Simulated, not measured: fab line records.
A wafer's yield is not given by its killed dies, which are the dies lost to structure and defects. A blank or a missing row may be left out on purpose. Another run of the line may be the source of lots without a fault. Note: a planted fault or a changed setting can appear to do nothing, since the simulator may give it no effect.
One fault through the eyes of 2 desks | flow sky130 | numbers are kept per desk, each desk with only its own; the story behind them comes last

## AT THE METROLOGY DESK
What the gauges read, lot by lot, whatever tool the lot ran on: means of the sampled wafers that have a number. Marked OUT: a lot whose mean sits more than 4 standard deviations from the usual mean, which makes it out of limits; the brackets give that distance.
Columns: A = RES_XHIGH_RS at SKY_SD_N_RS_MEAS_18, usual 333.2 ohm/sq; B = LI_CONTACT_W_RS at SKY_LI_CONTACT_RS_MEAS_22, usual 0.286 ohm/sq
lot  | first seen here | A     | B
L993 | day 27 22:59    | 331.8 | 0.283
L994 | day 28 09:13    | 333.0 | 0.281
L995 | day 29 03:37    | 334.8 | 0.288
L997 | day 29 16:21    | 333.1 | 0.287
L999 | day 30 03:10    | 331.9 | 0.289
L100 | day 30 09:39    | 333.3 | 0.283
L101 | day 31 06:03    | 334.1 | 0.291
L103 | day 31 08:33    | 335.4 | 0.288
L102 | day 31 10:01    | 332.8 | 0.293
L110 | day 33 15:37    | 334.0 | 0.285
L114 | day 35 10:49    | 332.4 | 0.285
L116 | day 36 02:16    | 332.0 | 0.284
Result from this desk: across the 12 lots, nothing is out of limits.

## TOOL OWNER'S DESK, cmp-01
The tool's own readings at SKY_LI_CONTACT_CMP_02 (polishes PSG): means of the sampled wafers that have a number, for each lot that ran on this tool. Marked OUT: a lot whose mean sits more than 4 standard deviations from the usual mean, which makes it out of limits; the brackets give that distance.
Columns: A = motorCurrentA at SKY_LI_CONTACT_CMP_02, usual 11.9 A; B = slurryFlowMlMin at SKY_LI_CONTACT_CMP_02, usual 150.0; C = timeToEndpointS at SKY_LI_CONTACT_CMP_02, usual 33 s
lot  | first seen here | A    | B     | C
L995 | day 29 03:58    | 11.3 | 150.0 | 30
L997 | day 29 16:40    | 11.3 | 150.3 | 33
L999 | day 30 03:31    | 12.2 | 149.4 | 35
L102 | day 31 10:19    | 11.2 | 150.4 | 35
L110 | day 33 16:02    | 11.9 | 149.9 | 38
L116 | day 36 03:03    | 11.5 | 150.0 | 34
Result from this desk: across the 6 lots, nothing is out of limits.

## TAKEN TOGETHER
At the metrology desk, nothing out of limits was observed.
The desk of the tool owner found nothing out of limits.

## WHAT WAS PUT IN BY THE SIMULATOR
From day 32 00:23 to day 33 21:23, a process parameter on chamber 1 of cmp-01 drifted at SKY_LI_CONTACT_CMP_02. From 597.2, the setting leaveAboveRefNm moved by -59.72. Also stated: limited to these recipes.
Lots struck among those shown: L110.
